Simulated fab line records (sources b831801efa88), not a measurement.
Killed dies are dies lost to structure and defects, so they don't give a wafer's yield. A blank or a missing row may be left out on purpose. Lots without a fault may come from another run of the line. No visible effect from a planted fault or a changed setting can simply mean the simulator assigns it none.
fab line records	flow sky130
[record] lots = 12	wafers = 36	last-day = 49
route steps=708 shown SONOS_ONO@181 RES_PROTECT@214 POLY_GATE@235 LDD_P@264
lots with no fault: from the same line, run without faults
start-h: start of the lot's first displayed wafer, in hours after the record's first day	wait-h: hours from the lot's prior step to this one	" identical to the entry in the row above	L1.1+2: a row that stands for several wafers	- either no value or no given start	* or withheld: withheld	< > ~ a bound
route shown NAME@n: NAME is a module with steps in the file, n the number in the route of the first one	usual: mean/standard deviation taken from wafers without a fault	same: alike in all rows	chamber/n: place in a boat	sites: each site's reading	_std_site: standard deviation across them	_edge_site: inner sites' mean taken away from outer sites' mean	radius-mm: how far each site lies from the wafer's centre	mask NAME#n: copy n	behind: the tool/chamber that last shaped the wafer	hold: why the lot was held/for how many hours/how that ended	device: whichever transistor did not switch (one of n, p or np)	end of line: the tests these same wafers got at the end of their route	step lacking rows: just its recipe	killed: dies lost to structure and defects at the first sort, not the wafer's yield	map: shows each die of a wafer: x if killed, . if not, _ if none is there
set.NAME: the setting that was run; set.NAME@STEP: the one run at that earlier step	model.NAME: the simulator's own value behind a step, which no gauge read
the route's steps for a sample of lots (tables are steps, rows are wafers)
services: a tool's chamber out of use, with start hour (start-h, from the record's first day; less than 0 if before it), hours out, and reason
[[steps]]
[step SKY_SONOS_ONO_CD_MEAS_13]
[recipe] target-cd-nm = 410
[usual] cd-nm = 410.3/2.2
lot.wafer	tool	chamber	start-h	wait-h	cd-nm
L387.1	cd-sem-01	-	298.43	0.1	411.9
L387.2	"	-	"	"	413.0
L387.4	"	-	"	"	412.0
L389.2	cd-sem-01	-	302.47	0.1	408.6
L389.3	"	-	"	"	408.5
L389.5	"	-	"	"	408.4
L390.1	cd-sem-01	-	318.22	0.1	410.6
L390.4	"	-	"	"	413.3
L390.5	"	-	"	"	411.7
L391.2	cd-sem-01	-	320.49	0.2	410.2
L391.3	"	-	"	"	408.0
L391.4	"	-	"	"	409.3
L392.3	cd-sem-02	-	332.62	0.1	411.1
L392.4	"	-	"	"	410.2
L392.5	"	-	"	"	408.3
L393.1	cd-sem-01	-	334.57	0.1	407.5
L393.4	"	-	"	"	410.0
L393.5	"	-	"	"	407.1
L394.1	cd-sem-01	-	339.62	0.1	408.0
L394.2	"	-	"	"	408.3
L394.3	"	-	"	"	411.1
L396.1	cd-sem-02	-	354.97	0.1	411.3
L396.3	"	-	"	"	410.3
L396.5	"	-	"	"	410.9
L397.1	cd-sem-01	-	367.23	0.1	408.2
L397.4	"	-	"	"	410.2
L397.6	"	-	"	"	409.3
L400.2	cd-sem-01	-	396.10	0.1	409.2
L400.3	"	-	"	"	408.7
L400.5	"	-	"	"	407.7
L403.2	cd-sem-01	-	409.62	0.1	408.2
L403.4	"	-	"	"	409.0
L403.5	"	-	"	"	412.0
L406.2	cd-sem-02	-	438.85	0.1	410.0
L406.3	"	-	"	"	409.9
L406.4	"	-	"	"	410.5
[step SKY_RES_PROTECT_STRIP_07]
[recipe] chemistry = O2/N2	power-w = 1400	pressure-mtorr = 1500	platen-temp-c = withheld	o2-flow-sccm = 3000	n2-flow-sccm = 300	overash-fraction = 0.5
[usual] drypump-motor-current-A = 5.70/0.17	oes-product-au = 0.518/0.0043	strip-time-to-endpoint-s = 23.32/0.039
lot.wafer	tool	chamber	start-h	wait-h	drypump-motor-current-A	oes-product-au	rf-hours-counter-h	strip-time-to-endpoint-s
L387.1	plasma-asher-01	0	358.82	0.1	5.73	0.521	23	23.26
L387.2	"	1	"	"	5.73	0.518	23	23.24
L387.4	"	0	"	"	5.76	0.524	-	23.25
L389.2	plasma-asher-03	1	364.03	0.1	5.68	0.520	55	23.34
L389.3	"	0	"	"	5.95	0.517	-	23.33
L389.5	"	1	"	"	5.69	0.524	-	23.29
L390.1	plasma-asher-01	0	379.75	0.1	5.76	0.521	25	23.26
L390.4	"	1	"	"	5.75	0.527	-	23.31
L390.5	"	1	"	"	5.75	0.515	-	23.28
L391.2	plasma-asher-01	1	386.82	0.1	5.72	0.513	26	23.35
L391.3	"	0	"	"	5.76	0.523	-	23.35
L391.4	"	1	"	"	5.74	0.521	-	23.36
L392.3	plasma-asher-04	0	394.81	0.1	5.35	0.509	-	23.25
L392.4	"	1	"	"	5.64	0.515	-	23.26
L392.5	"	1	"	"	5.63	0.517	-	23.24
L393.1	plasma-asher-03	1	398.17	0.1	5.69	0.525	58	23.28
L393.4	"	1	"	"	5.67	0.516	-	23.29
L393.5	"	0	"	"	5.96	0.518	-	23.29
L394.1	plasma-asher-01	0	403.45	0.1	5.76	0.515	27	23.29
L394.2	"	1	"	"	5.73	0.515	27	23.28
L394.3	"	1	"	"	5.74	0.517	-	23.28
L396.1	plasma-asher-01	1	422.25	0.1	5.74	0.519	29	23.28
L396.3	"	0	"	"	5.76	0.515	-	23.29
L396.5	"	0	"	"	5.77	0.518	-	23.31
L397.1	plasma-asher-04	0	432.13	0.1	5.32	0.514	71	23.33
L397.4	"	1	"	"	5.64	0.518	-	23.32
L397.6	"	1	"	"	5.64	0.516	-	23.34
L400.2	plasma-asher-04	0	463.56	0.1	5.36	0.520	74	23.32
L400.3	"	1	"	"	5.64	0.516	-	23.34
L400.5	"	1	"	"	5.65	0.522	-	23.30
L403.2	plasma-asher-04	1	478.13	0.1	5.64	0.516	76	23.39
L403.4	"	1	"	"	5.65	0.517	-	23.38
L403.5	"	0	"	"	5.29	0.519	-	23.38
L406.2	plasma-asher-03	0	505.20	0.1	5.94	0.521	67	23.33
L406.3	"	0	"	"	5.95	0.517	-	23.36
L406.4	"	1	"	"	5.69	0.517	-	23.36
[step SKY_POLY_GATE_THK_MEAS_21]
[recipe] reads = SiO2_of_POLY_GATE_OXIDATION_20
[usual] POLY_GATE_OXIDATION_THK = 3.99/0.072
lot.wafer	tool	chamber	start-h	wait-h	POLY_GATE_OXIDATION_THK[nm]
L387.1	film-metro-02	-	395.16	0.0	3.99
L387.2	"	-	"	"	4.07
L387.4	"	-	"	"	4.03
L389.2	film-metro-03	-	400.08	0.0	4.01
L389.3	"	-	"	"	4.05
L389.5	"	-	"	"	3.96
L390.1	film-metro-03	-	415.47	0.0	4.11
L390.4	"	-	"	"	4.15
L390.5	"	-	"	"	4.11
L391.2	film-metro-02	-	422.52	0.0	3.93
L391.3	"	-	"	"	4.00
L391.4	"	-	"	"	3.96
L392.3	film-metro-02	-	428.69	0.0	3.98
L392.4	"	-	"	"	4.00
L392.5	"	-	"	"	3.97
L393.1	film-metro-01	-	432.88	0.0	3.93
L393.4	"	-	"	"	3.90
L393.5	"	-	"	"	4.01
L394.1	film-metro-03	-	438.99	0.0	3.99
L394.2	"	-	"	"	3.96
L394.3	"	-	"	"	3.95
L396.1	film-metro-02	-	457.57	0.0	4.07
L396.3	"	-	"	"	4.02
L396.5	"	-	"	"	4.18
L397.1	film-metro-03	-	466.80	0.0	3.93
L397.4	"	-	"	"	3.98
L397.6	"	-	"	"	4.01
L400.2	film-metro-02	-	497.83	0.0	3.92
L400.3	"	-	"	"	3.98
L400.5	"	-	"	"	3.97
L403.2	film-metro-01	-	512.63	0.0	3.93
L403.4	"	-	"	"	3.98
L403.5	"	-	"	"	3.95
L406.2	film-metro-01	-	539.92	0.0	3.91
L406.3	"	-	"	"	4.06
L406.4	"	-	"	"	3.97
[step SKY_LDD_P_IMPLANT_09]
[recipe] species = BF2	energy-kev = 25	dose-cm2 = 1e+13	tilt-deg = withheld
[usual] beam-energy-keV = 25.002/0.0077
lot.wafer	tool	chamber	start-h	wait-h	beam-energy-keV
L387.1	implanter-01	0	456.07	0.0	24.999
L387.2	"	0	"	"	25.015
L387.4	"	0	"	"	25.011
L389.2	implanter-02	0	462.23	0.0	24.996
L389.3	"	0	"	"	25.014
L389.5	"	0	"	"	25.014
L390.1	implanter-01	0	477.91	0.0	25.002
L390.4	"	0	"	"	25.004
L390.5	"	0	"	"	25.007
L391.2	implanter-03	0	485.58	0.0	24.996
L391.3	"	0	"	"	24.995
L391.4	"	0	"	"	25.002
L392.3	implanter-03	0	490.57	0.1	25.000
L392.4	"	0	"	"	24.997
L392.5	"	0	"	"	24.993
L393.1	implanter-01	0	496.30	0.0	24.999
L393.4	"	0	"	"	25.009
L393.5	"	0	"	"	24.989
L394.1	implanter-01	0	501.82	0.0	25.003
L394.2	"	0	"	"	25.001
L394.3	"	0	"	"	25.003
L396.1	implanter-03	0	519.60	0.0	25.013
L396.3	"	0	"	"	25.006
L396.5	"	0	"	"	25.007
L397.1	implanter-03	0	530.05	0.0	24.989
L397.4	"	0	"	"	24.987
L397.6	"	0	"	"	24.989
L400.2	implanter-03	0	559.60	0.0	25.001
L400.3	"	0	"	"	25.005
L400.5	"	0	"	"	24.991
L403.2	implanter-01	0	573.88	0.0	28.672
L403.4	"	0	"	"	28.666
L403.5	"	0	"	"	28.662
L406.2	implanter-01	0	600.68	0.0	28.659
L406.3	"	0	"	"	28.671
L406.4	"	0	"	"	28.659
[step SKY_LDD_P_TW_MEAS_11]
[usual] LDD_P_TW = 639.7/2.5
lot.wafer	tool	chamber	start-h	wait-h	LDD_P_TW
L387.1	film-metro-03	-	456.32	0.1	643.1
L387.2	"	-	"	"	642.4
L387.4	"	-	"	"	639.7
L389.2	film-metro-01	-	462.47	0.1	641.0
L389.3	"	-	"	"	638.9
L389.5	"	-	"	"	641.5
L390.1	film-metro-04	-	478.16	0.1	636.3
L390.4	"	-	"	"	639.2
L390.5	"	-	"	"	642.3
L391.2	film-metro-04	-	485.81	0.1	640.9
L391.3	"	-	"	"	644.2
L391.4	"	-	"	"	644.0
L392.3	film-metro-04	-	490.79	0.1	639.4
L392.4	"	-	"	"	643.5
L392.5	"	-	"	"	640.5
L393.1	film-metro-03	-	496.55	0.1	636.5
L393.4	"	-	"	"	636.8
L393.5	"	-	"	"	635.8
L394.1	film-metro-03	-	502.07	0.1	636.4
L394.2	"	-	"	"	637.7
L394.3	"	-	"	"	635.5
L396.1	film-metro-01	-	519.85	0.1	640.7
L396.3	"	-	"	"	639.2
L396.5	"	-	"	"	642.5
L397.1	film-metro-03	-	530.30	0.1	642.8
L397.4	"	-	"	"	642.0
L397.6	"	-	"	"	641.6
L400.2	film-metro-04	-	559.83	0.1	638.2
L400.3	"	-	"	"	643.8
L400.5	"	-	"	"	640.0
L403.2	film-metro-03	-	574.12	0.1	663.3
L403.4	"	-	"	"	662.0
L403.5	"	-	"	"	660.1
L406.2	film-metro-04	-	600.91	0.1	660.9
L406.3	"	-	"	"	664.4
L406.4	"	-	"	"	664.4
[[services]]
tool	chamber	start-h	hours	kind
implanter-01	-	347.59	26.1	pm
plasma-asher-04	-	362.06	2.8	pm
implanter-03	-	367.53	4.3	pm
implanter-01	-	385.17	5.3	repair
implanter-02	-	385.83	4.6	pm
implanter-02	-	393.01	5.8	repair
implanter-01	-	399.32	5.3	repair
plasma-asher-04	-	440.75	2.3	repair
plasma-asher-03	-	448.86	15.6	pm
implanter-02	-	455.16	2.1	repair
implanter-01	-	457.51	13.6	pm
implanter-02	-	478.83	2.4	repair
plasma-asher-03	-	544.52	1.1	repair
implanter-03	-	548.07	1.5	repair
plasma-asher-03	-	558.08	22.2	repair
implanter-01	-	559.26	1.5	repair
[[key]]
[first-sign] step = SKY_LDD_P_IMPLANT_09	reading = beam-energy-keV	direction = up	sigmas = 99+	usual = *	struck = *
[effect] step = SKY_LDD_P_TW_MEAS_11	reading = LDD_P_TW	direction = up	sigmas = 9.3	usual = 639.7	struck = 662.5
met-at SKY_LDD_P_IMPLANT_09
struck-lots L403,L406
tester-left-out L403,L406
not-acting-at SKY_SONOS_ONO_CD_MEAS_13,SKY_RES_PROTECT_STRIP_07,SKY_POLY_GATE_THK_MEAS_21
onset-between 501.82 573.88
[fault] kind = process-parameter-drift	tool = implanter-01	chamber = -	onset-h = 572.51	steps = SKY_LDD_P_IMPLANT_09	channel = energy-kev	offset = *	shape = step	end-h = 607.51	acts-in = *	stated = *
// tester-left-out: of these lots the tester's yield and bins aren't shown, on N5 and GAA mostly nor the transistor test; their killed dies are dies lost to structure and defects alone, not to doping, threshold or leakage, so they don't give the yield
